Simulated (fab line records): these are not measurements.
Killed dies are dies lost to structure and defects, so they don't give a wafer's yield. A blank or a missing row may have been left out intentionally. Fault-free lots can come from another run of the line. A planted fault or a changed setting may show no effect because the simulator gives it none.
Chamber matching | flow sfq line | 4 sister chambers for SFQ_TRILAYER_I2_VIA_ETCH_VIA_ETCH_070 on rie diel-04
The step etches SiO2 in CHF3, stops on Nb, target depth 260 nm. 14 wafers are shown with their chamber, then 6 later ones without.

WAFERS PAIRED WITH THEIR CHAMBERS
wafer  | chamber | drypump motor current A (A) | oes product au (a.u.)
L496.2 | 0       | 5.8                         | 0.859
L496.3 | 1       | 5.7                         | 0.863
L496.6 | 2       | 5.3                         | 0.860
L497.2 | 0       | 5.9                         | 0.861
L497.5 | 3       | 6.3                         | 0.861
L497.6 | 2       | 5.3                         | 0.857
L500.1 | 3       | 6.4                         | 0.848
L500.3 | 0       | 5.8                         | 0.850
L500.4 | 1       | 5.7                         | 0.847
L501.1 | 0       | 5.8                         | 0.861
L501.2 | 1       | 5.6                         | 0.847
L501.5 | 1       | 5.7                         | 0.856
L502.1 | 2       | 5.3                         | 0.858
L502.4 | 0       | 5.8                         | 0.856

SIGNATURES (averages over the wafers above)
reading                 | chamber 0 | chamber 1 | chamber 2 | chamber 3 | scatter within a chamber
drypump motor current A | 5.820     | 5.675     | 5.300     | 6.350     | 0.0453
oes product au          | 0.85740   | 0.85325   | 0.85833   | 0.85450   | 0.00596
Rule: distance of a wafer from a chamber = root of the sum over the readings of ((wafer's reading minus chamber's mean) / reading's scatter) squared. If the next closest chamber is less than 2 further off than the closest, the wafer can't be placed; otherwise it belongs to the closest. How the scatter is found: for the shown wafers, subtract from each reading the mean of its chamber, square and add these, divide the total by (wafers less chambers), then take the root.

WAFERS WHOSE CHAMBER IS MISSING
wafer  | drypump motor current A (A) | oes product au (a.u.)
L502.5 | 5.8                         | 0.858
L509.2 | 5.8                         | 0.853
L509.5 | 5.4                         | 0.860
L514.2 | 5.9                         | 0.855
L514.4 | 5.6                         | 0.849
L514.5 | 5.7                         | 0.851

WHICH CHAMBER EACH WENT THROUGH
wafer  | from the rows above     | in truth
L502.5 | 0                       | 0
L509.2 | can't be placed: 0 or 1 | 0
L509.5 | 2                       | 2
L514.2 | 0                       | 0
L514.4 | 1                       | 1
L514.5 | 1                       | 1
Correct placement for 5 of the 6. These rows do not allow placing 1 (true chamber among the candidates in 1). Placed wrongly: 0.
